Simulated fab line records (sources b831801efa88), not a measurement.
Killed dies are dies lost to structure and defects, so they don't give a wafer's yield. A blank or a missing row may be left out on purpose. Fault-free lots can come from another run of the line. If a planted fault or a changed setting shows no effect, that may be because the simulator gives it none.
fab line records / flow gf180mcu / part 2 of 2: steps 23 to 31 of 31
record lots=5 wafers=15 last-day=33
route steps=602 shown HV_LDD@211 NSD@235
lots untouched by any fault: they come from a run of this same line in which no faults occurred
start-h: hours from the record's opening day to when the first of the lot's shown wafers began / wait-h: hours since the lot's step before / " repeats the value in the row above / L1.1+2: a row that stands for several wafers / - either no value or no given start / * or withheld: withheld / < > ~ a bound
route shown NAME@n: NAME is a module with steps in the file, n the number in the route of the first one / usual: mean/standard deviation taken from wafers without a fault / same: alike in all rows / chamber/n: place in a boat / sites: the reading at each site / _std_site: how widely they spread, as a standard deviation / _edge_site: mean of outer sites minus mean of inner sites / radius-mm: how far each site lies from the wafer's centre / mask NAME#n: copy n / behind: the most recent tool/chamber to have shaped the wafer / hold: why the lot was held/for how many hours/how that ended / device: the n, p or np transistor that did not switch / end of line: the route-end tests of the same wafers / a step given without rows: its recipe and nothing more / killed: count of dies lost to structure and defects at first sort (not the wafer's yield) / map: dies across one wafer; x = killed, . = not, _ = none there
set.NAME: the setting as run; set.NAME@STEP: as run at that earlier step / model.NAME: the simulator's own value behind a step, which no gauge read
lots at some steps of the route; a table a step, a row a wafer
services: from which hour (start-h, from the record's first day; less than 0 if before it) a tool's chamber was out of use, for how many hours, and why
## steps
# step GF_HV_LDD_THK_MEAS_57
# recipe reads=Si3N4_of_HV_LDD_CVD_56
# usual HV_LDD_CVD_56_THK=89.7/0.87
lot.wafer=L078.2 tool=film-metro-01 chamber=- start-h=319.12 wait-h=0.0 HV_LDD_CVD_56_THK[nm]=88.8
lot.wafer=L078.3 tool=film-metro-01 chamber=- start-h=319.12 wait-h=0.0 HV_LDD_CVD_56_THK[nm]=88.8
lot.wafer=L078.5 tool=film-metro-01 chamber=- start-h=319.12 wait-h=0.0 HV_LDD_CVD_56_THK[nm]=88.7
lot.wafer=L085.2 tool=film-metro-01 chamber=- start-h=372.06 wait-h=0.0 HV_LDD_CVD_56_THK[nm]=89.9
lot.wafer=L085.5 tool=film-metro-01 chamber=- start-h=372.06 wait-h=0.0 HV_LDD_CVD_56_THK[nm]=90.4
lot.wafer=L085.6 tool=film-metro-01 chamber=- start-h=372.06 wait-h=0.0 HV_LDD_CVD_56_THK[nm]=91.0
lot.wafer=L089.1 tool=film-metro-03 chamber=- start-h=402.32 wait-h=0.0 HV_LDD_CVD_56_THK[nm]=90.0
lot.wafer=L089.4 tool=film-metro-03 chamber=- start-h=402.32 wait-h=0.0 HV_LDD_CVD_56_THK[nm]=89.6
lot.wafer=L089.6 tool=film-metro-03 chamber=- start-h=402.32 wait-h=0.0 HV_LDD_CVD_56_THK[nm]=89.9
lot.wafer=L091.1 tool=film-metro-04 chamber=- start-h=414.68 wait-h=0.0 HV_LDD_CVD_56_THK[nm]=88.7
lot.wafer=L091.5 tool=film-metro-04 chamber=- start-h=414.68 wait-h=0.0 HV_LDD_CVD_56_THK[nm]=89.4
lot.wafer=L091.6 tool=film-metro-04 chamber=- start-h=414.68 wait-h=0.0 HV_LDD_CVD_56_THK[nm]=89.3
lot.wafer=L094.1 tool=film-metro-01 chamber=- start-h=442.14 wait-h=0.0 HV_LDD_CVD_56_THK[nm]=88.5
lot.wafer=L094.3 tool=film-metro-01 chamber=- start-h=442.14 wait-h=0.0 HV_LDD_CVD_56_THK[nm]=89.1
lot.wafer=L094.5 tool=film-metro-01 chamber=- start-h=442.14 wait-h=0.0 HV_LDD_CVD_56_THK[nm]=89.3
# step GF_HV_LDD_ETCHBACK_58
# recipe chemistry=CH3F/O2 target=Si3N4 stop-on=SiO2 source-w=400 bias-w=80 pressure-mtorr=25 ch3f-flow-sccm=40 O2_flow_sccm=30 time-s=100 target-depth-a=900
# usual bias-w=80.00/0.24 drypump-motor-current-A=5.7/0.47 oes-product-au=0.841/0.0062 throttle-valve-pct=10.561/0.01
lot.wafer=L078.2 tool=rie-diel-03 chamber=3 start-h=319.17 wait-h=0.0 bias-w=80.16 drypump-motor-current-A=5.3 oes-product-au=0.841 rf-hours-counter-h=6 throttle-valve-pct=10.568
lot.wafer=L078.3 tool=rie-diel-03 chamber=1 start-h=319.17 wait-h=0.0 bias-w=79.79 drypump-motor-current-A=5.5 oes-product-au=0.836 rf-hours-counter-h=15 throttle-valve-pct=10.568
lot.wafer=L078.5 tool=rie-diel-03 chamber=0 start-h=319.17 wait-h=0.0 bias-w=79.69 drypump-motor-current-A=6.1 oes-product-au=0.843 rf-hours-counter-h=- throttle-valve-pct=10.563
lot.wafer=L085.2 tool=rie-diel-04 chamber=0 start-h=372.11 wait-h=0.0 bias-w=79.78 drypump-motor-current-A=5.6 oes-product-au=0.840 rf-hours-counter-h=42 throttle-valve-pct=10.568
lot.wafer=L085.5 tool=rie-diel-04 chamber=3 start-h=372.11 wait-h=0.0 bias-w=79.80 drypump-motor-current-A=6.0 oes-product-au=0.842 rf-hours-counter-h=- throttle-valve-pct=10.538
lot.wafer=L085.6 tool=rie-diel-04 chamber=0 start-h=372.11 wait-h=0.0 bias-w=79.91 drypump-motor-current-A=5.6 oes-product-au=0.852 rf-hours-counter-h=- throttle-valve-pct=10.560
lot.wafer=L089.1 tool=rie-diel-01 chamber=1 start-h=402.38 wait-h=0.1 bias-w=80.33 drypump-motor-current-A=5.8 oes-product-au=0.847 rf-hours-counter-h=10 throttle-valve-pct=10.560
lot.wafer=L089.4 tool=rie-diel-01 chamber=2 start-h=402.38 wait-h=0.1 bias-w=80.08 drypump-motor-current-A=5.1 oes-product-au=0.844 rf-hours-counter-h=33 throttle-valve-pct=10.552
lot.wafer=L089.6 tool=rie-diel-01 chamber=3 start-h=402.38 wait-h=0.1 bias-w=79.84 drypump-motor-current-A=5.0 oes-product-au=0.840 rf-hours-counter-h=- throttle-valve-pct=10.569
lot.wafer=L091.1 tool=rie-diel-03 chamber=0 start-h=414.74 wait-h=0.1 bias-w=80.21 drypump-motor-current-A=6.1 oes-product-au=0.837 rf-hours-counter-h=14 throttle-valve-pct=10.563
lot.wafer=L091.5 tool=rie-diel-03 chamber=2 start-h=414.74 wait-h=0.1 bias-w=80.30 drypump-motor-current-A=6.2 oes-product-au=0.834 rf-hours-counter-h=- throttle-valve-pct=10.563
lot.wafer=L091.6 tool=rie-diel-03 chamber=3 start-h=414.74 wait-h=0.1 bias-w=80.04 drypump-motor-current-A=5.3 oes-product-au=0.831 rf-hours-counter-h=- throttle-valve-pct=10.559
lot.wafer=L094.1 tool=rie-diel-03 chamber=3 start-h=442.20 wait-h=0.1 bias-w=80.28 drypump-motor-current-A=5.3 oes-product-au=0.838 rf-hours-counter-h=9 throttle-valve-pct=10.556
lot.wafer=L094.3 tool=rie-diel-03 chamber=0 start-h=442.20 wait-h=0.1 bias-w=80.08 drypump-motor-current-A=6.1 oes-product-au=0.845 rf-hours-counter-h=15 throttle-valve-pct=10.553
lot.wafer=L094.5 tool=rie-diel-03 chamber=1 start-h=442.20 wait-h=0.1 bias-w=79.69 drypump-motor-current-A=5.5 oes-product-au=0.842 rf-hours-counter-h=- throttle-valve-pct=10.574
# step GF_NSD_DEHYDRATE_00
# recipe temp-c=200 time-s=60
# usual exhaust-pa=45.0/1
lot.wafer=L078.2 tool=litho-track-02 chamber=0 start-h=328.58 wait-h=9.4 exhaust-pa=44.6
lot.wafer=L078.3 tool=litho-track-02 chamber=0 start-h=328.58 wait-h=9.4 exhaust-pa=44.8
lot.wafer=L078.5 tool=litho-track-02 chamber=0 start-h=328.58 wait-h=9.4 exhaust-pa=45.1
lot.wafer=L085.2 tool=litho-track-02 chamber=0 start-h=382.43 wait-h=10.3 exhaust-pa=46.3
lot.wafer=L085.5 tool=litho-track-02 chamber=0 start-h=382.43 wait-h=10.3 exhaust-pa=47.6
lot.wafer=L085.6 tool=litho-track-02 chamber=0 start-h=382.43 wait-h=10.3 exhaust-pa=46.3
lot.wafer=L089.1 tool=litho-track-02 chamber=0 start-h=413.01 wait-h=10.6 exhaust-pa=45.4
lot.wafer=L089.4 tool=litho-track-02 chamber=0 start-h=413.01 wait-h=10.6 exhaust-pa=43.5
lot.wafer=L089.6 tool=litho-track-02 chamber=0 start-h=413.01 wait-h=10.6 exhaust-pa=44.1
lot.wafer=L091.1 tool=litho-track-03 chamber=0 start-h=426.09 wait-h=11.3 exhaust-pa=44.3
lot.wafer=L091.5 tool=litho-track-03 chamber=0 start-h=426.09 wait-h=11.3 exhaust-pa=43.6
lot.wafer=L091.6 tool=litho-track-03 chamber=0 start-h=426.09 wait-h=11.3 exhaust-pa=44.1
lot.wafer=L094.1 tool=litho-track-02 chamber=0 start-h=454.41 wait-h=12.2 exhaust-pa=45.0
lot.wafer=L094.3 tool=litho-track-02 chamber=0 start-h=454.41 wait-h=12.2 exhaust-pa=44.7
lot.wafer=L094.5 tool=litho-track-02 chamber=0 start-h=454.41 wait-h=12.2 exhaust-pa=45.1
# step GF_NSD_HMDS_01
# recipe prime-time-s=60 prime-temp-c=120
# usual exhaust-pa=44.9/0.87
# same prime-time-s=60
lot.wafer=L078.2 tool=litho-track-02 chamber=0 start-h=328.73 wait-h=0.1 exhaust-pa=44.3
lot.wafer=L078.3 tool=litho-track-02 chamber=0 start-h=328.73 wait-h=0.1 exhaust-pa=44.8
lot.wafer=L078.5 tool=litho-track-02 chamber=0 start-h=328.73 wait-h=0.1 exhaust-pa=44.1
lot.wafer=L085.2 tool=litho-track-02 chamber=0 start-h=382.58 wait-h=0.1 exhaust-pa=43.9
lot.wafer=L085.5 tool=litho-track-02 chamber=0 start-h=382.58 wait-h=0.1 exhaust-pa=45.8
lot.wafer=L085.6 tool=litho-track-02 chamber=0 start-h=382.58 wait-h=0.1 exhaust-pa=44.9
lot.wafer=L089.1 tool=litho-track-02 chamber=0 start-h=413.16 wait-h=0.1 exhaust-pa=43.9
lot.wafer=L089.4 tool=litho-track-02 chamber=0 start-h=413.16 wait-h=0.1 exhaust-pa=44.3
lot.wafer=L089.6 tool=litho-track-02 chamber=0 start-h=413.16 wait-h=0.1 exhaust-pa=45.1
lot.wafer=L091.1 tool=litho-track-03 chamber=0 start-h=426.24 wait-h=0.1 exhaust-pa=42.6
lot.wafer=L091.5 tool=litho-track-03 chamber=0 start-h=426.24 wait-h=0.1 exhaust-pa=43.9
lot.wafer=L091.6 tool=litho-track-03 chamber=0 start-h=426.24 wait-h=0.1 exhaust-pa=44.1
lot.wafer=L094.1 tool=litho-track-02 chamber=0 start-h=454.56 wait-h=0.1 exhaust-pa=45.3
lot.wafer=L094.3 tool=litho-track-02 chamber=0 start-h=454.56 wait-h=0.1 exhaust-pa=44.2
lot.wafer=L094.5 tool=litho-track-02 chamber=0 start-h=454.56 wait-h=0.1 exhaust-pa=45.0
# step GF_NSD_COAT_02
# recipe resist=NOVOLAK spin-rpm=3000 resist-thk-nm=1000
# usual exhaust-pa=45.0/1
lot.wafer=L078.2 tool=litho-track-02 chamber=0 start-h=328.88 wait-h=0.1 exhaust-pa=46.7
lot.wafer=L078.3 tool=litho-track-02 chamber=0 start-h=328.88 wait-h=0.1 exhaust-pa=45.4
lot.wafer=L078.5 tool=litho-track-02 chamber=0 start-h=328.88 wait-h=0.1 exhaust-pa=45.2
lot.wafer=L085.2 tool=litho-track-02 chamber=0 start-h=382.73 wait-h=0.1 exhaust-pa=44.4
lot.wafer=L085.5 tool=litho-track-02 chamber=0 start-h=382.73 wait-h=0.1 exhaust-pa=44.2
lot.wafer=L085.6 tool=litho-track-02 chamber=0 start-h=382.73 wait-h=0.1 exhaust-pa=46.4
lot.wafer=L089.1 tool=litho-track-02 chamber=0 start-h=413.31 wait-h=0.1 exhaust-pa=43.5
lot.wafer=L089.4 tool=litho-track-02 chamber=0 start-h=413.31 wait-h=0.1 exhaust-pa=44.5
lot.wafer=L089.6 tool=litho-track-02 chamber=0 start-h=413.31 wait-h=0.1 exhaust-pa=44.1
lot.wafer=L091.1 tool=litho-track-03 chamber=0 start-h=426.39 wait-h=0.1 exhaust-pa=45.0
lot.wafer=L091.5 tool=litho-track-03 chamber=0 start-h=426.39 wait-h=0.1 exhaust-pa=44.0
lot.wafer=L091.6 tool=litho-track-03 chamber=0 start-h=426.39 wait-h=0.1 exhaust-pa=44.7
lot.wafer=L094.1 tool=litho-track-02 chamber=0 start-h=454.71 wait-h=0.1 exhaust-pa=45.2
lot.wafer=L094.3 tool=litho-track-02 chamber=0 start-h=454.71 wait-h=0.1 exhaust-pa=44.6
lot.wafer=L094.5 tool=litho-track-02 chamber=0 start-h=454.71 wait-h=0.1 exhaust-pa=45.4
# step GF_NSD_SOFTBAKE_03
# recipe temp-c=90 time-s=60 resist=NOVOLAK
# usual exhaust-pa=45.0/0.9
lot.wafer=L078.2 tool=litho-track-02 chamber=0 start-h=329.03 wait-h=0.1 exhaust-pa=45.6
lot.wafer=L078.3 tool=litho-track-02 chamber=0 start-h=329.03 wait-h=0.1 exhaust-pa=46.7
lot.wafer=L078.5 tool=litho-track-02 chamber=0 start-h=329.03 wait-h=0.1 exhaust-pa=45.1
lot.wafer=L085.2 tool=litho-track-02 chamber=0 start-h=382.88 wait-h=0.1 exhaust-pa=42.6
lot.wafer=L085.5 tool=litho-track-02 chamber=0 start-h=382.88 wait-h=0.1 exhaust-pa=42.7
lot.wafer=L085.6 tool=litho-track-02 chamber=0 start-h=382.88 wait-h=0.1 exhaust-pa=43.5
lot.wafer=L089.1 tool=litho-track-02 chamber=0 start-h=413.46 wait-h=0.1 exhaust-pa=44.9
lot.wafer=L089.4 tool=litho-track-02 chamber=0 start-h=413.46 wait-h=0.1 exhaust-pa=46.6
lot.wafer=L089.6 tool=litho-track-02 chamber=0 start-h=413.46 wait-h=0.1 exhaust-pa=44.4
lot.wafer=L091.1 tool=litho-track-03 chamber=0 start-h=426.54 wait-h=0.1 exhaust-pa=46.5
lot.wafer=L091.5 tool=litho-track-03 chamber=0 start-h=426.54 wait-h=0.1 exhaust-pa=46.3
lot.wafer=L091.6 tool=litho-track-03 chamber=0 start-h=426.54 wait-h=0.1 exhaust-pa=44.8
lot.wafer=L094.1 tool=litho-track-02 chamber=0 start-h=454.86 wait-h=0.1 exhaust-pa=45.6
lot.wafer=L094.3 tool=litho-track-02 chamber=0 start-h=454.86 wait-h=0.1 exhaust-pa=45.8
lot.wafer=L094.5 tool=litho-track-02 chamber=0 start-h=454.86 wait-h=0.1 exhaust-pa=44.8
# step GF_NSD_EXPOSE_04
# recipe mask-id=Nplus target-cd-nm=400 na=0.6 source-shape=conventional sigma-outer=0.6 dose-mj=140
# usual focus-offset-nm=0.0/0.49 stage-vel-mm-s=500.00/0.29
lot.wafer=L078.2 tool=iline-stepper-02 chamber=0 start-h=- wait-h=- mask=Nplus#0 focus-offset-nm=-0.2 stage-vel-mm-s=499.75
lot.wafer=L078.3 tool=iline-stepper-02 chamber=0 start-h=- wait-h=- mask=Nplus#0 focus-offset-nm=0.1 stage-vel-mm-s=500.10
lot.wafer=L078.5 tool=iline-stepper-02 chamber=0 start-h=- wait-h=- mask=Nplus#0 focus-offset-nm=0.4 stage-vel-mm-s=499.84
lot.wafer=L085.2 tool=iline-stepper-01 chamber=0 start-h=- wait-h=- mask=Nplus#0 focus-offset-nm=-0.6 stage-vel-mm-s=500.15
lot.wafer=L085.5 tool=iline-stepper-01 chamber=0 start-h=- wait-h=- mask=Nplus#0 focus-offset-nm=-1.0 stage-vel-mm-s=499.58
lot.wafer=L085.6 tool=iline-stepper-01 chamber=0 start-h=- wait-h=- mask=Nplus#0 focus-offset-nm=0.0 stage-vel-mm-s=499.78
lot.wafer=L089.1 tool=iline-stepper-01 chamber=0 start-h=- wait-h=- mask=Nplus#0 focus-offset-nm=0.6 stage-vel-mm-s=499.75
lot.wafer=L089.4 tool=iline-stepper-01 chamber=0 start-h=- wait-h=- mask=Nplus#0 focus-offset-nm=0.5 stage-vel-mm-s=499.73
lot.wafer=L089.6 tool=iline-stepper-01 chamber=0 start-h=- wait-h=- mask=Nplus#0 focus-offset-nm=0.1 stage-vel-mm-s=500.37
lot.wafer=L091.1 tool=iline-stepper-02 chamber=0 start-h=- wait-h=- mask=Nplus#0 focus-offset-nm=0.2 stage-vel-mm-s=500.43
lot.wafer=L091.5 tool=iline-stepper-02 chamber=0 start-h=- wait-h=- mask=Nplus#0 focus-offset-nm=0.9 stage-vel-mm-s=500.31
lot.wafer=L091.6 tool=iline-stepper-02 chamber=0 start-h=- wait-h=- mask=Nplus#0 focus-offset-nm=0.4 stage-vel-mm-s=500.28
lot.wafer=L094.1 tool=iline-stepper-02 chamber=0 start-h=- wait-h=- mask=Nplus#0 focus-offset-nm=-0.4 stage-vel-mm-s=499.76
lot.wafer=L094.3 tool=iline-stepper-02 chamber=0 start-h=- wait-h=- mask=Nplus#0 focus-offset-nm=-0.9 stage-vel-mm-s=499.82
lot.wafer=L094.5 tool=iline-stepper-02 chamber=0 start-h=- wait-h=- mask=Nplus#0 focus-offset-nm=-0.4 stage-vel-mm-s=499.97
# step GF_NSD_PEB_05
# recipe temp-c=withheld time-s=* resist=NOVOLAK
# usual exhaust-pa=45.2/0.95
lot.wafer=L078.2 tool=litho-track-03 chamber=0 start-h=- wait-h=- exhaust-pa=46.7
lot.wafer=L078.3 tool=litho-track-03 chamber=0 start-h=- wait-h=- exhaust-pa=45.5
lot.wafer=L078.5 tool=litho-track-03 chamber=0 start-h=- wait-h=- exhaust-pa=45.5
lot.wafer=L085.2 tool=litho-track-02 chamber=0 start-h=- wait-h=- exhaust-pa=46.5
lot.wafer=L085.5 tool=litho-track-02 chamber=0 start-h=- wait-h=- exhaust-pa=47.0
lot.wafer=L085.6 tool=litho-track-02 chamber=0 start-h=- wait-h=- exhaust-pa=44.1
lot.wafer=L089.1 tool=litho-track-04 chamber=0 start-h=- wait-h=- exhaust-pa=46.8
lot.wafer=L089.4 tool=litho-track-04 chamber=0 start-h=- wait-h=- exhaust-pa=46.9
lot.wafer=L089.6 tool=litho-track-04 chamber=0 start-h=- wait-h=- exhaust-pa=47.4
lot.wafer=L091.1 tool=litho-track-02 chamber=0 start-h=- wait-h=- exhaust-pa=44.9
lot.wafer=L091.5 tool=litho-track-02 chamber=0 start-h=- wait-h=- exhaust-pa=44.5
lot.wafer=L091.6 tool=litho-track-02 chamber=0 start-h=- wait-h=- exhaust-pa=45.4
lot.wafer=L094.1 tool=litho-track-03 chamber=0 start-h=- wait-h=- exhaust-pa=45.9
lot.wafer=L094.3 tool=litho-track-03 chamber=0 start-h=- wait-h=- exhaust-pa=45.7
lot.wafer=L094.5 tool=litho-track-03 chamber=0 start-h=- wait-h=- exhaust-pa=45.6
# step GF_NSD_DEVELOP_06
# recipe develop-time-s=60 dev-temp-c=23
# usual exhaust-pa=44.9/0.85
lot.wafer=L078.2 tool=litho-track-03 chamber=0 start-h=339.97 wait-h=0.1 exhaust-pa=46.2
lot.wafer=L078.3 tool=litho-track-03 chamber=0 start-h=339.97 wait-h=0.1 exhaust-pa=45.3
lot.wafer=L078.5 tool=litho-track-03 chamber=0 start-h=339.97 wait-h=0.1 exhaust-pa=45.9
lot.wafer=L085.2 tool=litho-track-02 chamber=0 start-h=393.23 wait-h=0.1 exhaust-pa=44.8
lot.wafer=L085.5 tool=litho-track-02 chamber=0 start-h=393.23 wait-h=0.1 exhaust-pa=44.9
lot.wafer=L085.6 tool=litho-track-02 chamber=0 start-h=393.23 wait-h=0.1 exhaust-pa=45.0
lot.wafer=L089.1 tool=litho-track-04 chamber=0 start-h=424.60 wait-h=0.1 exhaust-pa=44.1
lot.wafer=L089.4 tool=litho-track-04 chamber=0 start-h=424.60 wait-h=0.1 exhaust-pa=45.4
lot.wafer=L089.6 tool=litho-track-04 chamber=0 start-h=424.60 wait-h=0.1 exhaust-pa=45.6
lot.wafer=L091.1 tool=litho-track-02 chamber=0 start-h=438.51 wait-h=0.1 exhaust-pa=44.5
lot.wafer=L091.5 tool=litho-track-02 chamber=0 start-h=438.51 wait-h=0.1 exhaust-pa=44.3
lot.wafer=L091.6 tool=litho-track-02 chamber=0 start-h=438.51 wait-h=0.1 exhaust-pa=43.8
lot.wafer=L094.1 tool=litho-track-03 chamber=0 start-h=466.19 wait-h=0.1 exhaust-pa=44.5
lot.wafer=L094.3 tool=litho-track-03 chamber=0 start-h=466.19 wait-h=0.1 exhaust-pa=45.3
lot.wafer=L094.5 tool=litho-track-03 chamber=0 start-h=466.19 wait-h=0.1 exhaust-pa=44.4
## services
tool=implanter-02 chamber=- start-h=289.51 hours=3.8 kind=repair
tool=rie-diel-01 chamber=- start-h=292.92 hours=0.8 kind=repair
tool=plasma-asher-04 chamber=- start-h=295.35 hours=1.8 kind=repair
tool=implanter-03 chamber=- start-h=305.09 hours=2.2 kind=repair
tool=lpcvd-02 chamber=- start-h=307.77 hours=6.1 kind=pm
tool=iline-stepper-02 chamber=- start-h=317.13 hours=1.7 kind=pm
tool=iline-stepper-01 chamber=- start-h=322.88 hours=9.0 kind=repair
tool=rie-diel-04 chamber=3 start-h=327.18 hours=7.7 kind=repair
tool=wet-bench-04 chamber=- start-h=328.42 hours=7.4 kind=repair
tool=implanter-03 chamber=- start-h=330.02 hours=0.9 kind=repair
tool=rie-diel-01 chamber=- start-h=331.11 hours=14.6 kind=pm
tool=rie-diel-03 chamber=0 start-h=333.92 hours=2.9 kind=repair
tool=plasma-asher-03 chamber=- start-h=333.99 hours=5.1 kind=repair
tool=iline-stepper-01 chamber=- start-h=338.52 hours=1.7 kind=pm
tool=iline-stepper-01 chamber=- start-h=360.27 hours=20.1 kind=repair
tool=implanter-03 chamber=- start-h=375.44 hours=4.1 kind=repair
tool=iline-stepper-02 chamber=- start-h=380.41 hours=8.9 kind=pm
tool=rie-diel-03 chamber=- start-h=387.93 hours=4.3 kind=pm
tool=rie-diel-03 chamber=3 start-h=396.58 hours=1.3 kind=repair
tool=implanter-01 chamber=- start-h=404.78 hours=0.9 kind=repair
tool=rie-diel-04 chamber=3 start-h=408.06 hours=17.0 kind=repair
tool=plasma-asher-03 chamber=- start-h=421.25 hours=9.0 kind=pm
tool=plasma-asher-04 chamber=- start-h=426.14 hours=2.6 kind=repair
tool=rie-diel-03 chamber=2 start-h=431.14 hours=10.1 kind=repair
